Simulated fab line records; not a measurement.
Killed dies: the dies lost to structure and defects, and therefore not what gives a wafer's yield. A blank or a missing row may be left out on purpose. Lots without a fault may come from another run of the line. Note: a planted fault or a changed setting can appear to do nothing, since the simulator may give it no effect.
Matching of chambers    flow sfq-line    4 sister chambers for SFQ_TRILAYER_I3_CMP_CMP_082 on cmp-02
The step polishes SiO2. 8 wafers are shown with their chamber, then 9 later ones without.

## WAFERS WITH THEIR CHAMBER
wafer   chamber  motor-current-A (A)  time-to-endpoint-s (s)
L103.1  1        8.5                  208
L109.4  2        8.5                  215
L111.1  0        10.1                 217
L111.3  3        11.7                 207
L111.4  1        8.2                  210
L115.4  0        10.3                 221
L115.2  3        12.2                 214
L115.3  2        8.8                  219

## WAFERS WITH NO CHAMBER GIVEN
wafer   motor-current-A (A)  time-to-endpoint-s (s)
L117.1  8.8                  213
L117.2  8.7                  207
L117.5  11.3                 209
L119.2  8.6                  212
L119.3  11.9                 210
L119.4  9.7                  223
L120.3  11.5                 218
L120.4  9.6                  229
L120.6  11.0                 222

## EACH ONE'S CHAMBER
wafer   from the rows above      in truth
L117.1  can't be placed: 2 or 1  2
L117.2  can't be placed: 1 or 2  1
L117.5  3                        3
L119.2  can't be placed: 1 or 2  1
L119.3  3                        3
L119.4  0                        0
L120.3  3                        3
L120.4  can't be placed: 0 or 2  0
L120.6  can't be placed: 0 or 3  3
Correct placement for 4 of the 9. These rows do not allow placing 5 (true chamber among the candidates in 5). 0 placed wrongly.
How it was worked out, from the rows above alone: a wafer's distance from a chamber is the root of the sum, over the readings, of the square of ((its reading less the chamber's mean) divided by the reading's scatter). If the next closest chamber is less than 2 further off than the closest, the wafer can't be placed; otherwise it belongs to the closest. For every chamber, the mean is computed from those of its wafers that are shown. The scatter: take each reading less its chamber's mean, square it, sum over the shown wafers, divide by the number of wafers less the number of chambers, and take the root.
